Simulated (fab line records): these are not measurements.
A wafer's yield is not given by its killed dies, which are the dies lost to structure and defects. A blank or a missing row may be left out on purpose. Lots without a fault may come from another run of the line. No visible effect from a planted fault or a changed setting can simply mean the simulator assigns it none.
What tool caused it? || flow gf180mcu || Sampling: 24 lots, 72 wafers, 6 of 602 route steps

## WHAT THE GAUGES SHOWED, per wafer
GF_V2_THK_MEAS_25: measures by xrf. Usual: V2_W_THK 351 nm, standard deviation 3.6.
{"lot": "L074", "measured": "day 20 14:04", "on": "filmMetro-02", "V2_W_THK (nm)": "358 357 352", "flag": ""}
{"lot": "L075", "measured": "day 20 17:33", "on": "filmMetro-02", "V2_W_THK (nm)": "349 348 349", "flag": ""}
{"lot": "L076", "measured": "day 21 06:21", "on": "filmMetro-01", "V2_W_THK (nm)": "353 357 353", "flag": ""}
{"lot": "L077", "measured": "day 21 11:54", "on": "filmMetro-01", "V2_W_THK (nm)": "349 353 348", "flag": ""}
{"lot": "L078", "measured": "day 21 19:04", "on": "filmMetro-03", "V2_W_THK (nm)": "342 344 346", "flag": ""}
{"lot": "L079", "measured": "day 22 05:33", "on": "filmMetro-02", "V2_W_THK (nm)": "345 350 348", "flag": ""}
{"lot": "L080", "measured": "day 22 15:25", "on": "filmMetro-02", "V2_W_THK (nm)": "349 350 348", "flag": ""}
{"lot": "L081", "measured": "day 23 03:58", "on": "filmMetro-03", "V2_W_THK (nm)": "346 346 344", "flag": ""}
{"lot": "L082", "measured": "day 23 15:44", "on": "filmMetro-01", "V2_W_THK (nm)": "355 358 357", "flag": ""}
{"lot": "L083", "measured": "day 23 18:49", "on": "filmMetro-02", "V2_W_THK (nm)": "352 352 353", "flag": ""}
{"lot": "L084", "measured": "day 24 02:14", "on": "filmMetro-01", "V2_W_THK (nm)": "353 355 353", "flag": ""}
{"lot": "L085", "measured": "day 24 13:07", "on": "filmMetro-01", "V2_W_THK (nm)": "350 353 354", "flag": ""}
{"lot": "L086", "measured": "day 24 21:49", "on": "filmMetro-03", "V2_W_THK (nm)": "353 359 350", "flag": ""}
{"lot": "L087", "measured": "day 25 01:16", "on": "filmMetro-02", "V2_W_THK (nm)": "348 347 351", "flag": ""}
{"lot": "L088", "measured": "day 25 13:20", "on": "filmMetro-01", "V2_W_THK (nm)": "358 354 357", "flag": ""}
{"lot": "L089", "measured": "day 25 19:28", "on": "filmMetro-02", "V2_W_THK (nm)": "349 347 349", "flag": ""}
{"lot": "L090", "measured": "day 26 05:36", "on": "filmMetro-03", "V2_W_THK (nm)": "352 353 349", "flag": ""}
{"lot": "L091", "measured": "day 26 08:28", "on": "filmMetro-03", "V2_W_THK (nm)": "353 350 352", "flag": ""}
{"lot": "L092", "measured": "day 26 15:58", "on": "filmMetro-02", "V2_W_THK (nm)": "348 349 345", "flag": ""}
{"lot": "L093", "measured": "day 26 19:41", "on": "filmMetro-02", "V2_W_THK (nm)": "350 349 350", "flag": ""}
{"lot": "L094", "measured": "day 27 04:48", "on": "filmMetro-02", "V2_W_THK (nm)": "352 351 349", "flag": ""}
{"lot": "L095", "measured": "day 27 11:22", "on": "filmMetro-02", "V2_W_THK (nm)": "354 350 351", "flag": ""}
{"lot": "L096", "measured": "day 27 20:15", "on": "filmMetro-03", "V2_W_THK (nm)": "349 348 350", "flag": ""}
{"lot": "L097", "measured": "day 27 23:29", "on": "filmMetro-01", "V2_W_THK (nm)": "353 352 354", "flag": ""}

GF_M3_RS_MEAS_05: measurement is done with a four-point probe. Usual: M3_ALCU_RS 0.0694 ohm/sq, standard deviation 0.00054.
{"lot": "L074", "measured": "day 20 14:40", "on": "filmMetro-04", "M3_ALCU_RS (ohm/sq)": "0.0700 0.0703 0.0688", "flag": ""}
{"lot": "L075", "measured": "day 20 18:08", "on": "filmMetro-03", "M3_ALCU_RS (ohm/sq)": "0.0697 0.0704 0.0698", "flag": ""}
{"lot": "L076", "measured": "day 21 06:56", "on": "filmMetro-01", "M3_ALCU_RS (ohm/sq)": "0.0708 0.0699 0.0695", "flag": ""}
{"lot": "L077", "measured": "day 21 12:29", "on": "filmMetro-03", "M3_ALCU_RS (ohm/sq)": "0.0694 0.0697 0.0700", "flag": ""}
{"lot": "L078", "measured": "day 21 19:39", "on": "filmMetro-01", "M3_ALCU_RS (ohm/sq)": "0.0692 0.0697 0.0687", "flag": ""}
{"lot": "L079", "measured": "day 22 06:08", "on": "filmMetro-01", "M3_ALCU_RS (ohm/sq)": "0.0692 0.0693 0.0687", "flag": ""}
{"lot": "L080", "measured": "day 22 16:00", "on": "filmMetro-04", "M3_ALCU_RS (ohm/sq)": "0.0689 0.0688 0.0686", "flag": ""}
{"lot": "L081", "measured": "day 23 04:33", "on": "filmMetro-03", "M3_ALCU_RS (ohm/sq)": "0.0700 0.0697 0.0695", "flag": ""}
{"lot": "L082", "measured": "day 23 16:25", "on": "filmMetro-03", "M3_ALCU_RS (ohm/sq)": "0.0701 0.0704 0.0695", "flag": ""}
{"lot": "L083", "measured": "day 23 19:25", "on": "filmMetro-04", "M3_ALCU_RS (ohm/sq)": "0.0690 0.0691 0.0692", "flag": ""}
{"lot": "L084", "measured": "day 24 02:51", "on": "filmMetro-03", "M3_ALCU_RS (ohm/sq)": "0.0698 0.0692 0.0703", "flag": ""}
{"lot": "L085", "measured": "day 24 13:42", "on": "filmMetro-03", "M3_ALCU_RS (ohm/sq)": "0.0696 0.0700 0.0697", "flag": ""}
{"lot": "L086", "measured": "day 24 22:25", "on": "filmMetro-04", "M3_ALCU_RS (ohm/sq)": "0.0689 0.0690 0.0683", "flag": ""}
{"lot": "L087", "measured": "day 25 01:51", "on": "filmMetro-01", "M3_ALCU_RS (ohm/sq)": "0.0701 0.0693 0.0700", "flag": ""}
{"lot": "L088", "measured": "day 25 13:56", "on": "filmMetro-01", "M3_ALCU_RS (ohm/sq)": "0.0688 0.0689 0.0691", "flag": ""}
{"lot": "L089", "measured": "day 25 20:04", "on": "filmMetro-04", "M3_ALCU_RS (ohm/sq)": "0.0695 0.0696 0.0692", "flag": ""}
{"lot": "L090", "measured": "day 26 06:11", "on": "filmMetro-04", "M3_ALCU_RS (ohm/sq)": "0.0692 0.0694 0.0693", "flag": ""}
{"lot": "L091", "measured": "day 26 09:04", "on": "filmMetro-01", "M3_ALCU_RS (ohm/sq)": "0.0690 0.0690 0.0692", "flag": ""}
{"lot": "L092", "measured": "day 26 16:34", "on": "filmMetro-04", "M3_ALCU_RS (ohm/sq)": "0.0689 0.0687 0.0692", "flag": ""}
{"lot": "L093", "measured": "day 26 20:16", "on": "filmMetro-01", "M3_ALCU_RS (ohm/sq)": "0.0695 0.0696 0.0686", "flag": ""}
{"lot": "L094", "measured": "day 27 05:23", "on": "filmMetro-04", "M3_ALCU_RS (ohm/sq)": "0.0689 0.0689 0.0687", "flag": ""}
{"lot": "L095", "measured": "day 27 11:56", "on": "filmMetro-03", "M3_ALCU_RS (ohm/sq)": "0.0703 0.0697 0.0705", "flag": ""}
{"lot": "L096", "measured": "day 27 20:50", "on": "filmMetro-04", "M3_ALCU_RS (ohm/sq)": "0.0696 0.0701 0.0691", "flag": ""}
{"lot": "L097", "measured": "day 28 00:04", "on": "filmMetro-04", "M3_ALCU_RS (ohm/sq)": "0.0692 0.0692 0.0695", "flag": ""}

GF_M3_THK_MEAS_06: measures by xrf. Usual: M3_ALCU_THK 450 nm, standard deviation 4.1.
{"lot": "L074", "measured": "day 20 14:46", "on": "filmMetro-04", "M3_ALCU_THK (nm)": "448 446 456", "flag": ""}
{"lot": "L075", "measured": "day 20 18:15", "on": "filmMetro-03", "M3_ALCU_THK (nm)": "450 446 446", "flag": ""}
{"lot": "L076", "measured": "day 21 07:03", "on": "filmMetro-01", "M3_ALCU_THK (nm)": "438 443 448", "flag": ""}
{"lot": "L077", "measured": "day 21 12:36", "on": "filmMetro-03", "M3_ALCU_THK (nm)": "449 452 448", "flag": ""}
{"lot": "L078", "measured": "day 21 19:46", "on": "filmMetro-01", "M3_ALCU_THK (nm)": "447 446 451", "flag": ""}
{"lot": "L079", "measured": "day 22 06:16", "on": "filmMetro-01", "M3_ALCU_THK (nm)": "448 450 448", "flag": ""}
{"lot": "L080", "measured": "day 22 16:07", "on": "filmMetro-04", "M3_ALCU_THK (nm)": "455 456 455", "flag": ""}
{"lot": "L081", "measured": "day 23 04:40", "on": "filmMetro-03", "M3_ALCU_THK (nm)": "447 449 448", "flag": ""}
{"lot": "L082", "measured": "day 23 16:32", "on": "filmMetro-03", "M3_ALCU_THK (nm)": "445 444 451", "flag": ""}
{"lot": "L083", "measured": "day 23 19:31", "on": "filmMetro-04", "M3_ALCU_THK (nm)": "451 451 448", "flag": ""}
{"lot": "L084", "measured": "day 24 02:56", "on": "filmMetro-03", "M3_ALCU_THK (nm)": "450 453 447", "flag": ""}
{"lot": "L085", "measured": "day 24 13:49", "on": "filmMetro-03", "M3_ALCU_THK (nm)": "452 451 449", "flag": ""}
{"lot": "L086", "measured": "day 24 22:32", "on": "filmMetro-04", "M3_ALCU_THK (nm)": "452 454 457", "flag": ""}
{"lot": "L087", "measured": "day 25 01:58", "on": "filmMetro-01", "M3_ALCU_THK (nm)": "445 447 445", "flag": ""}
{"lot": "L088", "measured": "day 25 14:02", "on": "filmMetro-01", "M3_ALCU_THK (nm)": "454 454 449", "flag": ""}
{"lot": "L089", "measured": "day 25 20:10", "on": "filmMetro-04", "M3_ALCU_THK (nm)": "449 449 450", "flag": ""}
{"lot": "L090", "measured": "day 26 06:18", "on": "filmMetro-04", "M3_ALCU_THK (nm)": "454 451 456", "flag": ""}
{"lot": "L091", "measured": "day 26 09:10", "on": "filmMetro-01", "M3_ALCU_THK (nm)": "451 449 448", "flag": ""}
{"lot": "L092", "measured": "day 26 16:40", "on": "filmMetro-04", "M3_ALCU_THK (nm)": "456 459 453", "flag": ""}
{"lot": "L093", "measured": "day 26 20:23", "on": "filmMetro-01", "M3_ALCU_THK (nm)": "447 446 453", "flag": ""}
{"lot": "L094", "measured": "day 27 05:30", "on": "filmMetro-04", "M3_ALCU_THK (nm)": "455 454 457", "flag": ""}
{"lot": "L095", "measured": "day 27 12:04", "on": "filmMetro-03", "M3_ALCU_THK (nm)": "443 447 444", "flag": ""}
{"lot": "L096", "measured": "day 27 20:57", "on": "filmMetro-04", "M3_ALCU_THK (nm)": "448 449 453", "flag": ""}
{"lot": "L097", "measured": "day 28 00:11", "on": "filmMetro-04", "M3_ALCU_THK (nm)": "451 452 450", "flag": ""}

## TOOL THAT RAN EACH LOT (tool first, then ch and the chambers of the sampled wafers, then the start)
{"lot": "L074", "GF_V1_ETCH_16": "rieDiel-03 ch 1,2, day 18 09:19", "GF_V2_CVD_23": "cvdW-02 ch 0,1, day 20 13:52", "GF_M3_SPUTTER_00": "pvdSputter-02, day 20 14:25"}
{"lot": "L075", "GF_V1_ETCH_16": "rieDiel-04 ch 0,2, day 18 13:04", "GF_V2_CVD_23": "cvdW-01 ch 0,1, day 20 17:19", "GF_M3_SPUTTER_00": "pvdSputter-03, day 20 17:55"}
{"lot": "L076", "GF_V1_ETCH_16": "rieDiel-01 ch 0,1,3, day 19 01:55", "GF_V2_CVD_23": "cvdW-01 ch 0,1, day 21 06:07", "GF_M3_SPUTTER_00": "pvdSputter-02, day 21 06:43"}
{"lot": "L077", "GF_V1_ETCH_16": "rieDiel-04 ch 0,2,3, day 19 06:52", "GF_V2_CVD_23": "cvdW-02 ch 0, day 21 11:40", "GF_M3_SPUTTER_00": "pvdSputter-01, day 21 12:16"}
{"lot": "L078", "GF_V1_ETCH_16": "rieDiel-01 ch 1,3, day 19 15:08", "GF_V2_CVD_23": "cvdW-02 ch 0,1, day 21 18:49", "GF_M3_SPUTTER_00": "pvdSputter-03, day 21 19:25"}
{"lot": "L079", "GF_V1_ETCH_16": "rieDiel-01 ch 0,1,3, day 20 01:25", "GF_V2_CVD_23": "cvdW-02 ch 0,1, day 22 05:19", "GF_M3_SPUTTER_00": "pvdSputter-02, day 22 05:55"}
{"lot": "L080", "GF_V1_ETCH_16": "rieDiel-01 ch 1,2, day 20 10:44", "GF_V2_CVD_23": "cvdW-01 ch 0,1, day 22 15:10", "GF_M3_SPUTTER_00": "pvdSputter-02, day 22 15:46"}
{"lot": "L081", "GF_V1_ETCH_16": "rieDiel-03 ch 1,3, day 21 00:55", "GF_V2_CVD_23": "cvdW-01 ch 0,1, day 23 03:43", "GF_M3_SPUTTER_00": "pvdSputter-02, day 23 04:19"}
{"lot": "L082", "GF_V1_ETCH_16": "rieDiel-03 ch 1,2,3, day 21 12:23", "GF_V2_CVD_23": "cvdW-02 ch 0,1, day 23 15:30", "GF_M3_SPUTTER_00": "pvdSputter-01, day 23 16:10"}
{"lot": "L083", "GF_V1_ETCH_16": "rieDiel-04 ch 0,3, day 21 17:41", "GF_V2_CVD_23": "cvdW-01 ch 0,1, day 23 18:34", "GF_M3_SPUTTER_00": "pvdSputter-02, day 23 19:10"}
{"lot": "L084", "GF_V1_ETCH_16": "rieDiel-01 ch 0,3, day 21 23:49", "GF_V2_CVD_23": "cvdW-01 ch 0,1, day 24 02:01", "GF_M3_SPUTTER_00": "pvdSputter-02, day 24 02:34"}
{"lot": "L085", "GF_V1_ETCH_16": "rieDiel-03 ch 0,1,3, day 22 11:04", "GF_V2_CVD_23": "cvdW-02 ch 0, day 24 12:46", "GF_M3_SPUTTER_00": "pvdSputter-02, day 24 13:29"}
{"lot": "L086", "GF_V1_ETCH_16": "rieDiel-04 ch 0,1,2, day 22 19:56", "GF_V2_CVD_23": "cvdW-01 ch 0,1, day 24 21:35", "GF_M3_SPUTTER_00": "pvdSputter-02, day 24 22:12"}
{"lot": "L087", "GF_V1_ETCH_16": "rieDiel-01 ch 0,2, day 23 00:17", "GF_V2_CVD_23": "cvdW-01 ch 0,1, day 25 01:02", "GF_M3_SPUTTER_00": "pvdSputter-03, day 25 01:38"}
{"lot": "L088", "GF_V1_ETCH_16": "rieDiel-03 ch 1,2,3, day 23 13:35", "GF_V2_CVD_23": "cvdW-02 ch 0,1, day 25 13:07", "GF_M3_SPUTTER_00": "pvdSputter-02, day 25 13:43"}
{"lot": "L089", "GF_V1_ETCH_16": "rieDiel-01 ch 0,2, day 23 20:31", "GF_V2_CVD_23": "cvdW-02 ch 0,1, day 25 19:15", "GF_M3_SPUTTER_00": "pvdSputter-02, day 25 19:49"}
{"lot": "L090", "GF_V1_ETCH_16": "rieDiel-03 ch 1,2, day 24 06:11", "GF_V2_CVD_23": "cvdW-01 ch 1, day 26 05:22", "GF_M3_SPUTTER_00": "pvdSputter-01, day 26 05:57"}
{"lot": "L091", "GF_V1_ETCH_16": "rieDiel-03 ch 0,2,3, day 24 10:14", "GF_V2_CVD_23": "cvdW-01 ch 0,1, day 26 08:15", "GF_M3_SPUTTER_00": "pvdSputter-03, day 26 08:48"}
{"lot": "L092", "GF_V1_ETCH_16": "rieDiel-01 ch 0,1, day 24 16:37", "GF_V2_CVD_23": "cvdW-01 ch 0,1, day 26 15:45", "GF_M3_SPUTTER_00": "pvdSputter-01, day 26 16:18"}
{"lot": "L093", "GF_V1_ETCH_16": "rieDiel-01 ch 0,3, day 24 21:39", "GF_V2_CVD_23": "cvdW-02 ch 0,1, day 26 19:27", "GF_M3_SPUTTER_00": "pvdSputter-02, day 26 20:02"}
{"lot": "L094", "GF_V1_ETCH_16": "rieDiel-04 ch 0,2,3, day 25 07:18", "GF_V2_CVD_23": "cvdW-02 ch 0,1, day 27 04:34", "GF_M3_SPUTTER_00": "pvdSputter-02, day 27 05:10"}
{"lot": "L095", "GF_V1_ETCH_16": "rieDiel-04 ch 0,1,3, day 25 12:46", "GF_V2_CVD_23": "cvdW-02 ch 1, day 27 11:08", "GF_M3_SPUTTER_00": "pvdSputter-01, day 27 11:43"}
{"lot": "L096", "GF_V1_ETCH_16": "rieDiel-03 ch 1,2, day 25 22:07", "GF_V2_CVD_23": "cvdW-01 ch 0,1, day 27 20:01", "GF_M3_SPUTTER_00": "pvdSputter-02, day 27 20:36"}
{"lot": "L097", "GF_V1_ETCH_16": "rieDiel-01 ch 0,2,3, day 26 02:52", "GF_V2_CVD_23": "cvdW-02 ch 0,1, day 27 23:16", "GF_M3_SPUTTER_00": "pvdSputter-01, day 27 23:51"}
- GF_V1_ETCH_16: etches BARC in N2/H2.
- GF_V2_CVD_23: deposits W, target thk 350 nm, time 104.94 s.
- GF_M3_SPUTTER_00: material Ti, target thk 37.5 nm, time 150 s.

## AS READ BY THE TOOLS THEMSELVES (means over the sampled wafers that have a number; for cases with no such wafer, the mark the record gives instead)
GF_V1_ETCH_16. Usual: chamberPressureMTorr 30.001 mTorr, standard deviation 0.029; drypumpMotorCurrentA 5.7 A, standard deviation 0.37; oesProductAu 0.854 a.u., standard deviation 0.0047; rfFwdPowerW 494.9 W, standard deviation 2; throttleValvePct 13.224 %, standard deviation 0.0087.
{"lot": "L074", "tool": "rieDiel-03", "chamberPressureMTorr (mTorr)": 29.988, "drypumpMotorCurrentA (A)": 5.4, "oesProductAu (a.u.)": 0.861, "rfFwdPowerW (W)": 497.0, "throttleValvePct (%)": 13.218, "flag": ""}
{"lot": "L075", "tool": "rieDiel-04", "chamberPressureMTorr (mTorr)": 30.010, "drypumpMotorCurrentA (A)": 6.3, "oesProductAu (a.u.)": 0.854, "rfFwdPowerW (W)": 495.5, "throttleValvePct (%)": 13.220, "flag": ""}
{"lot": "L076", "tool": "rieDiel-01", "chamberPressureMTorr (mTorr)": 29.989, "drypumpMotorCurrentA (A)": 5.7, "oesProductAu (a.u.)": 0.849, "rfFwdPowerW (W)": 495.0, "throttleValvePct (%)": 13.226, "flag": ""}
{"lot": "L077", "tool": "rieDiel-04", "chamberPressureMTorr (mTorr)": 30.012, "drypumpMotorCurrentA (A)": 5.9, "oesProductAu (a.u.)": 0.862, "rfFwdPowerW (W)": 494.8, "throttleValvePct (%)": 13.220, "flag": ""}
{"lot": "L078", "tool": "rieDiel-01", "chamberPressureMTorr (mTorr)": 29.990, "drypumpMotorCurrentA (A)": 5.6, "oesProductAu (a.u.)": 0.855, "rfFwdPowerW (W)": 492.3, "throttleValvePct (%)": 13.229, "flag": ""}
{"lot": "L079", "tool": "rieDiel-01", "chamberPressureMTorr (mTorr)": 29.972, "drypumpMotorCurrentA (A)": 5.7, "oesProductAu (a.u.)": 0.855, "rfFwdPowerW (W)": 495.1, "throttleValvePct (%)": 13.223, "flag": ""}
{"lot": "L080", "tool": "rieDiel-01", "chamberPressureMTorr (mTorr)": 30.014, "drypumpMotorCurrentA (A)": 5.6, "oesProductAu (a.u.)": 0.858, "rfFwdPowerW (W)": 494.6, "throttleValvePct (%)": 13.229, "flag": ""}
{"lot": "L081", "tool": "rieDiel-03", "chamberPressureMTorr (mTorr)": 29.998, "drypumpMotorCurrentA (A)": 5.4, "oesProductAu (a.u.)": 0.854, "rfFwdPowerW (W)": 495.3, "throttleValvePct (%)": 13.221, "flag": ""}
{"lot": "L082", "tool": "rieDiel-03", "chamberPressureMTorr (mTorr)": 29.997, "drypumpMotorCurrentA (A)": 5.5, "oesProductAu (a.u.)": 0.857, "rfFwdPowerW (W)": 494.5, "throttleValvePct (%)": 13.221, "flag": ""}
{"lot": "L083", "tool": "rieDiel-04", "chamberPressureMTorr (mTorr)": 30.007, "drypumpMotorCurrentA (A)": 5.5, "oesProductAu (a.u.)": 0.855, "rfFwdPowerW (W)": 494.1, "throttleValvePct (%)": 13.222, "flag": ""}
{"lot": "L084", "tool": "rieDiel-01", "chamberPressureMTorr (mTorr)": 30.003, "drypumpMotorCurrentA (A)": 5.8, "oesProductAu (a.u.)": 0.853, "rfFwdPowerW (W)": 496.2, "throttleValvePct (%)": 13.228, "flag": ""}
{"lot": "L085", "tool": "rieDiel-03", "chamberPressureMTorr (mTorr)": 29.999, "drypumpMotorCurrentA (A)": 5.9, "oesProductAu (a.u.)": 0.855, "rfFwdPowerW (W)": 497.4, "throttleValvePct (%)": 13.230, "flag": ""}
{"lot": "L086", "tool": "rieDiel-04", "chamberPressureMTorr (mTorr)": 29.995, "drypumpMotorCurrentA (A)": 6.0, "oesProductAu (a.u.)": 0.851, "rfFwdPowerW (W)": 494.0, "throttleValvePct (%)": 13.229, "flag": ""}
{"lot": "L087", "tool": "rieDiel-01", "chamberPressureMTorr (mTorr)": 29.981, "drypumpMotorCurrentA (A)": 5.7, "oesProductAu (a.u.)": 0.852, "rfFwdPowerW (W)": 495.7, "throttleValvePct (%)": 13.227, "flag": ""}
{"lot": "L088", "tool": "rieDiel-03", "chamberPressureMTorr (mTorr)": 30.014, "drypumpMotorCurrentA (A)": 5.5, "oesProductAu (a.u.)": 0.851, "rfFwdPowerW (W)": 495.4, "throttleValvePct (%)": 13.223, "flag": ""}
{"lot": "L089", "tool": "rieDiel-01", "chamberPressureMTorr (mTorr)": 30.015, "drypumpMotorCurrentA (A)": 5.8, "oesProductAu (a.u.)": 0.855, "rfFwdPowerW (W)": 496.6, "throttleValvePct (%)": 13.220, "flag": ""}
{"lot": "L090", "tool": "rieDiel-03", "chamberPressureMTorr (mTorr)": 29.986, "drypumpMotorCurrentA (A)": 5.4, "oesProductAu (a.u.)": 0.852, "rfFwdPowerW (W)": 495.1, "throttleValvePct (%)": 13.230, "flag": ""}
{"lot": "L091", "tool": "rieDiel-03", "chamberPressureMTorr (mTorr)": 29.986, "drypumpMotorCurrentA (A)": 6.0, "oesProductAu (a.u.)": 0.857, "rfFwdPowerW (W)": 494.5, "throttleValvePct (%)": 13.224, "flag": ""}
{"lot": "L092", "tool": "rieDiel-01", "chamberPressureMTorr (mTorr)": 30.002, "drypumpMotorCurrentA (A)": 5.8, "oesProductAu (a.u.)": 0.855, "rfFwdPowerW (W)": 497.1, "throttleValvePct (%)": 13.221, "flag": ""}
{"lot": "L093", "tool": "rieDiel-01", "chamberPressureMTorr (mTorr)": 29.986, "drypumpMotorCurrentA (A)": 5.6, "oesProductAu (a.u.)": 0.855, "rfFwdPowerW (W)": 493.4, "throttleValvePct (%)": 13.222, "flag": ""}
{"lot": "L094", "tool": "rieDiel-04", "chamberPressureMTorr (mTorr)": 30.004, "drypumpMotorCurrentA (A)": 5.9, "oesProductAu (a.u.)": 0.857, "rfFwdPowerW (W)": 494.4, "throttleValvePct (%)": 13.223, "flag": ""}
{"lot": "L095", "tool": "rieDiel-04", "chamberPressureMTorr (mTorr)": 29.992, "drypumpMotorCurrentA (A)": 5.5, "oesProductAu (a.u.)": 0.854, "rfFwdPowerW (W)": 494.1, "throttleValvePct (%)": 13.225, "flag": ""}
{"lot": "L096", "tool": "rieDiel-03", "chamberPressureMTorr (mTorr)": 30.022, "drypumpMotorCurrentA (A)": 5.4, "oesProductAu (a.u.)": 0.851, "rfFwdPowerW (W)": 495.0, "throttleValvePct (%)": 13.224, "flag": ""}
{"lot": "L097", "tool": "rieDiel-01", "chamberPressureMTorr (mTorr)": 30.007, "drypumpMotorCurrentA (A)": 5.7, "oesProductAu (a.u.)": 0.855, "rfFwdPowerW (W)": 493.9, "throttleValvePct (%)": 13.231, "flag": ""}

GF_V2_CVD_23. Usual: 870 W for heaterPowerW, sd 130.
{"lot": "L074", "tool": "cvdW-02", "heaterPowerW (W)": 951, "flag": ""}
{"lot": "L075", "tool": "cvdW-01", "heaterPowerW (W)": 831, "flag": ""}
{"lot": "L076", "tool": "cvdW-01", "heaterPowerW (W)": 834, "flag": ""}
{"lot": "L077", "tool": "cvdW-02", "heaterPowerW (W)": 724, "flag": ""}
{"lot": "L078", "tool": "cvdW-02", "heaterPowerW (W)": 839, "flag": ""}
{"lot": "L079", "tool": "cvdW-02", "heaterPowerW (W)": 826, "flag": ""}
{"lot": "L080", "tool": "cvdW-01", "heaterPowerW (W)": 822, "flag": ""}
{"lot": "L081", "tool": "cvdW-01", "heaterPowerW (W)": 893, "flag": ""}
{"lot": "L082", "tool": "cvdW-02", "heaterPowerW (W)": 950, "flag": ""}
{"lot": "L083", "tool": "cvdW-01", "heaterPowerW (W)": 883, "flag": ""}
{"lot": "L084", "tool": "cvdW-01", "heaterPowerW (W)": 822, "flag": ""}
{"lot": "L085", "tool": "cvdW-02", "heaterPowerW (W)": 721, "flag": ""}
{"lot": "L086", "tool": "cvdW-01", "heaterPowerW (W)": 836, "flag": ""}
{"lot": "L087", "tool": "cvdW-01", "heaterPowerW (W)": 898, "flag": ""}
{"lot": "L088", "tool": "cvdW-02", "heaterPowerW (W)": 830, "flag": ""}
{"lot": "L089", "tool": "cvdW-02", "heaterPowerW (W)": 963, "flag": ""}
{"lot": "L090", "tool": "cvdW-01", "heaterPowerW (W)": 779, "flag": ""}
{"lot": "L091", "tool": "cvdW-01", "heaterPowerW (W)": 888, "flag": ""}
{"lot": "L092", "tool": "cvdW-01", "heaterPowerW (W)": 830, "flag": ""}
{"lot": "L093", "tool": "cvdW-02", "heaterPowerW (W)": 960, "flag": ""}
{"lot": "L094", "tool": "cvdW-02", "heaterPowerW (W)": 831, "flag": ""}
{"lot": "L095", "tool": "cvdW-02", "heaterPowerW (W)": 1063, "flag": ""}
{"lot": "L096", "tool": "cvdW-01", "heaterPowerW (W)": 849, "flag": ""}
{"lot": "L097", "tool": "cvdW-02", "heaterPowerW (W)": 846, "flag": ""}

GF_M3_SPUTTER_00. Usual: 30.1 % for throttleValvePct, sd 0.96.
{"lot": "L074", "tool": "pvdSputter-02", "throttleValvePct (%)": 29.7, "flag": ""}
{"lot": "L075", "tool": "pvdSputter-03", "throttleValvePct (%)": 29.2, "flag": ""}
{"lot": "L076", "tool": "pvdSputter-02", "throttleValvePct (%)": 30.3, "flag": ""}
{"lot": "L077", "tool": "pvdSputter-01", "throttleValvePct (%)": 31.3, "flag": ""}
{"lot": "L078", "tool": "pvdSputter-03", "throttleValvePct (%)": 29.4, "flag": ""}
{"lot": "L079", "tool": "pvdSputter-02", "throttleValvePct (%)": 30.2, "flag": ""}
{"lot": "L080", "tool": "pvdSputter-02", "throttleValvePct (%)": 29.6, "flag": ""}
{"lot": "L081", "tool": "pvdSputter-02", "throttleValvePct (%)": 29.5, "flag": ""}
{"lot": "L082", "tool": "pvdSputter-01", "throttleValvePct (%)": 30.6, "flag": ""}
{"lot": "L083", "tool": "pvdSputter-02", "throttleValvePct (%)": 30.3, "flag": ""}
{"lot": "L084", "tool": "pvdSputter-02", "throttleValvePct (%)": 30.2, "flag": ""}
{"lot": "L085", "tool": "pvdSputter-02", "throttleValvePct (%)": 29.5, "flag": ""}
{"lot": "L086", "tool": "pvdSputter-02", "throttleValvePct (%)": 30.0, "flag": ""}
{"lot": "L087", "tool": "pvdSputter-03", "throttleValvePct (%)": 30.1, "flag": ""}
{"lot": "L088", "tool": "pvdSputter-02", "throttleValvePct (%)": 30.1, "flag": ""}
{"lot": "L089", "tool": "pvdSputter-02", "throttleValvePct (%)": 30.3, "flag": ""}
{"lot": "L090", "tool": "pvdSputter-01", "throttleValvePct (%)": 29.9, "flag": ""}
{"lot": "L091", "tool": "pvdSputter-03", "throttleValvePct (%)": 29.6, "flag": ""}
{"lot": "L092", "tool": "pvdSputter-01", "throttleValvePct (%)": 31.2, "flag": ""}
{"lot": "L093", "tool": "pvdSputter-02", "throttleValvePct (%)": 30.1, "flag": ""}
{"lot": "L094", "tool": "pvdSputter-02", "throttleValvePct (%)": 30.4, "flag": ""}
{"lot": "L095", "tool": "pvdSputter-01", "throttleValvePct (%)": 31.4, "flag": ""}
{"lot": "L096", "tool": "pvdSputter-02", "throttleValvePct (%)": 30.5, "flag": ""}
{"lot": "L097", "tool": "pvdSputter-01", "throttleValvePct (%)": 30.3, "flag": ""}

## THE ANSWER, worked out from the rows above alone
Rule: a lot counts as off when the mean over its wafers that have a number is more than 3 standard deviations away from the usual mean. Also off: a lot with no number at a reading for which 4 or more lots have one. All remaining lots with rows at the step are treated as sound. First the gauges in route order, then the tools' own readings, where a lot's mean is used as printed above. The first step at which some lot is off is used, and at that step the reading that is off furthest; a lot without a number counts as furthest.
Across all readings shown, no lot is off: no conclusion can be drawn from this.

## WHAT THE SIMULATOR PUT IN
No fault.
